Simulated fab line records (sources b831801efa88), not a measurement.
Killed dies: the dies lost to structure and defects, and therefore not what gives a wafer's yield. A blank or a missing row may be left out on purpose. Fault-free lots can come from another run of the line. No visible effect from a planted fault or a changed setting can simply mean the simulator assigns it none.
Comparing a struck lot with a sound one :: flow sky130 :: 27 out of 708 route steps
Sound: wafers L760.1, L760.5, L760.6. Struck: wafer L763.3. (L763.1, L763.5 of the same lot were not struck and are left out.) The cause comes at the end.
Each step with rows lists, per side, the tool, then ch with its chambers, then its first start. Under that, the readings that differ: sound wafers :: struck wafers :: difference of the means :: sigmas: that difference in standard deviations of wafers without a fault.
alike: readings whose means differ by less than 2 such deviations, and words and numbers that are the same on both sides. not compared: withheld readings, readings that some wafer has no value for, bounds like >300 that may hide the same value, and numbers for which the record gives no deviation and whose values overlap.
Wherever a step has rows on one side only, a row that says differs or no value, or a row with sigmas, the two part there. Numbers that don't overlap but have no deviation are shown without sigmas and don't part them. A reading missing from all wafers of one side parts the sides only when that side holds two or more wafers.

first, 10 steps without rows for these wafers: SKY_LOCAL_INTERCONNECT_SOFTBAKE_07 (time 90 s); SKY_LOCAL_INTERCONNECT_EXPOSE_08 (exposes mask LI1M, target cd 170 nm); SKY_LOCAL_INTERCONNECT_PEB_09; SKY_LOCAL_INTERCONNECT_DEVELOP_10 (develop time 60 s); SKY_LOCAL_INTERCONNECT_ETCH_13 (etches BARC in N2/H2, stops on SiO2, time 45.9 s, target depth 60 nm); SKY_LOCAL_INTERCONNECT_METAL_ETCH_14 (etches TiN in Cl2/BCl3, stops on PSG, target depth 110 nm, time 31.4 s); SKY_LOCAL_INTERCONNECT_STRIP_15 (strips in O2/N2); SKY_LOCAL_INTERCONNECT_STRIP_16 (strips in post etch residue remover, time 1200 s); SKY_LOCAL_INTERCONNECT_CLEAN_17 (cleans in IPA, time 180 s); SKY_LOCAL_INTERCONNECT_CLEAN_18 (cleans in O3/DIW).
SKY_CONTACT_CVD_00: deposits Si3N4, target thk 75 nm.
  sound on pecvd-03 ch 1,2, day 34 07:16; struck on pecvd-03 ch 2, day 35 10:49
reading: model.Si3N4_of_CONTACT_CVD_00.thkNm (nm)
sound: 72.86 74.98 74.61
struck: 109.4
difference: +35.2
sigmas: 
  alike: heaterPowerOuterW, heaterPowerW
SKY_CONTACT_THK_MEAS_01:
  struck on filmMetro-01, day 35 10:52; sound on filmMetro-01, day 34 07:18
reading: CONTACT_CVD_00_THK (nm)
sound: 72.8 74.9 74.6
struck: 109.3
difference: +35.2
sigmas: +40
then, 12 steps without rows for these wafers: SKY_CONTACT_HDPCVD_02 (deposits SiO2, target thk 565 nm, time 94.2 s); SKY_CONTACT_CMP_04 (polishes SiO2); SKY_CONTACT_DEHYDRATE_06 (time 60 s); SKY_CONTACT_HMDS_07 (prime time 60 s); SKY_CONTACT_COAT_08 (resist thk 60 nm); SKY_CONTACT_COAT_09 (resist thk 450 nm); SKY_CONTACT_SOFTBAKE_10 (time 90 s); SKY_CONTACT_EXPOSE_11 (exposes mask CTM1, target cd 170 nm); SKY_CONTACT_PEB_12; SKY_CONTACT_DEVELOP_13 (develop time 60 s); SKY_CONTACT_ETCH_16 (etches BARC in N2/H2, stops on SiO2, time 45.9 s, target depth 60 nm); SKY_CONTACT_ETCH_17 (etches SiO2 in C4F8/O2/Ar, stops on Si3N4, target depth 340 nm).
SKY_CONTACT_ETCH_18: etches Si3N4 in CHF3/O2, stops on TiN, time 39 s, target depth 75 nm.
  sound: rieDiel-04 ch 0,1,3; struck: rieDiel-02 ch 3
reading: oesProductAu (a.u.)
sound: 0.838 0.853 0.852
struck: 1.001
difference: +0.153
sigmas: +19

reading: throttleValvePct (%)
sound: 8.789 8.797 8.780
struck: 8.837
difference: +0.048
sigmas: +6

reading: model.etch.depthNm (nm)
sound: 72.86 74.98 74.61
struck: 97.8
difference: +23.6
sigmas: 
  alike: chamberPressureMTorr, drypumpMotorCurrentA
  not compared: rfHoursCounterH
then, 1 step without rows for these wafers: SKY_CONTACT_STRIP_19 (strips in O2/N2).
-- the record jumps here: 14 days lie between the struck wafers' starts before and after (it left off in module CONTACT and takes up again in module PAD_OPEN, whose first step shown is number 708 of the route) --
SKY_PAD_OPEN_PROBE_99:
  struck on prober-01, day 49 13:09; sound on prober-02, day 48 14:59
reading: killedAtContacts
sound: 24 25 21
struck: 437
difference: +414
sigmas: +80

reading: killedDies
sound: 79 85 68
struck: 492
difference: +415
sigmas: +42

reading: killedOnRim
sound: 21 15 16
struck: 96
difference: +79
sigmas: +20
  alike: killed_at_M0_to_M3, killed_at_M4_up, killedAtFrontEnd, killedAtOther, killedOpen, killedShort

## WHERE THEY PART
Earliest at SKY_CONTACT_THK_MEAS_01; latest, in this record, at SKY_PAD_OPEN_PROBE_99.

WHY: whatever the simulator had introduced
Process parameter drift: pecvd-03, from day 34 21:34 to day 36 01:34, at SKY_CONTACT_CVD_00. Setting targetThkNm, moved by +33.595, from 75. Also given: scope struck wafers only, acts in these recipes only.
